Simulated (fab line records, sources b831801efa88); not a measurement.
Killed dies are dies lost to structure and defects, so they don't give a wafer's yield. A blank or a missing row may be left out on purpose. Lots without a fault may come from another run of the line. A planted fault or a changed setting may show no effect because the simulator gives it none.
Problem report in the 8D (eight disciplines) form, filled by code | flow gf180mcu | the parts of the form that need people (team, actions taken, sign-off) are left out

1. THE PROBLEM
MIM_CVD_05_THK at GF_MIM_THK_MEAS_06 reads a mean of 46.5 nm on 2 wafers of 2 lots; wafers without a fault read 42.2 nm with a standard deviation of 0.6. That is +7.2 standard deviations from the usual mean.
First seen on wafer L586.5, day 31 04:03, on film_metro-03. The record holds 35 wafers of 12 lots with a number at this step. Rule for "out", or "out of limits": more than 4 standard deviations from the usual mean. The other wafers with a number count as sound.

2. WHAT IT IS AND WHAT IT IS NOT
question                    | is                           | is not
which readings at this step | MIM_CVD_05_THK               | -
which lots                  | L586, L587                   | L566, L568, L569, L570, L571, L572, L575, L576, L578, L588
which wafers of those lots  | L586.5, L587.5               | L586.2, L587.2, L587.6
read on which gauges        | film_metro-01, film_metro-03 | film_metro-02
when                        | from day 31 04:03            | up to then (28 sound wafers); but 5 sound wafers of L587, L588 came after

3. SUSPECTS, AND WHAT RULES EACH OUT
Counting: a tool at a process step up to the reading stays a suspect if it ran every lot that is out. Sound lots after the first of them don't rule it out here, since some wafers of a struck lot are sound.
- the gauge at GF_MIM_THK_MEAS_06: ruled out. The wafers that are out were read on 2 gauges (film_metro-01, film_metro-03).
- pecvd-01 at GF_MIM_CVD_05 (deposits Si3N4, target thk 42 nm, time 29.086 s): kept. It ran every lot that is out, first L586 (day 31 04:01); its last sound lot up to then is L578 (day 28 20:16).
Left after counting: pecvd-01 at GF_MIM_CVD_05.

4. THE CAUSE (what the simulator had put in)
Process parameter drift: pecvd-01, from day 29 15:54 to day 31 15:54, at GF_MIM_CVD_05. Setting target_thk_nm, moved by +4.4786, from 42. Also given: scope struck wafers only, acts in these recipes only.
Counting left only this tool.

5. THE CHAIN OF EFFECTS, in route order
Each row: a reading whose mean over the struck wafers that have a number lies more than 3 standard deviations from the usual. Only readings for which the record gives a usual standard deviation are gone through. hours: the time from each lot's start at the first step in this table that gives one to its start at this step, as a median over the lots. sigmas: the change in usual standard deviations.
hours | step               | reading        | usual   | on struck wafers | change | sigmas
0     | GF_MIM_THK_MEAS_06 | MIM_CVD_05_THK | 42.2 nm | 46.5             | +4.3   | +7.2

6. WHAT WOULD HAVE CAUGHT IT SOONER
In this record the first reading out of limits at a measuring or inspecting step was taken at day 31 04:03, 36 hours after the fault began at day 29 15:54.
Of the tool readings at GF_MIM_CVD_05 for which the record gives a usual standard deviation, none was out on any struck wafer, so an alarm limit of 4 standard deviations on them would not have fired.
Of the lots that are out (2), L587 began GF_MIM_CVD_05 on pecvd-01 after day 31 04:03. A hold on the tool at that time would have spared it.
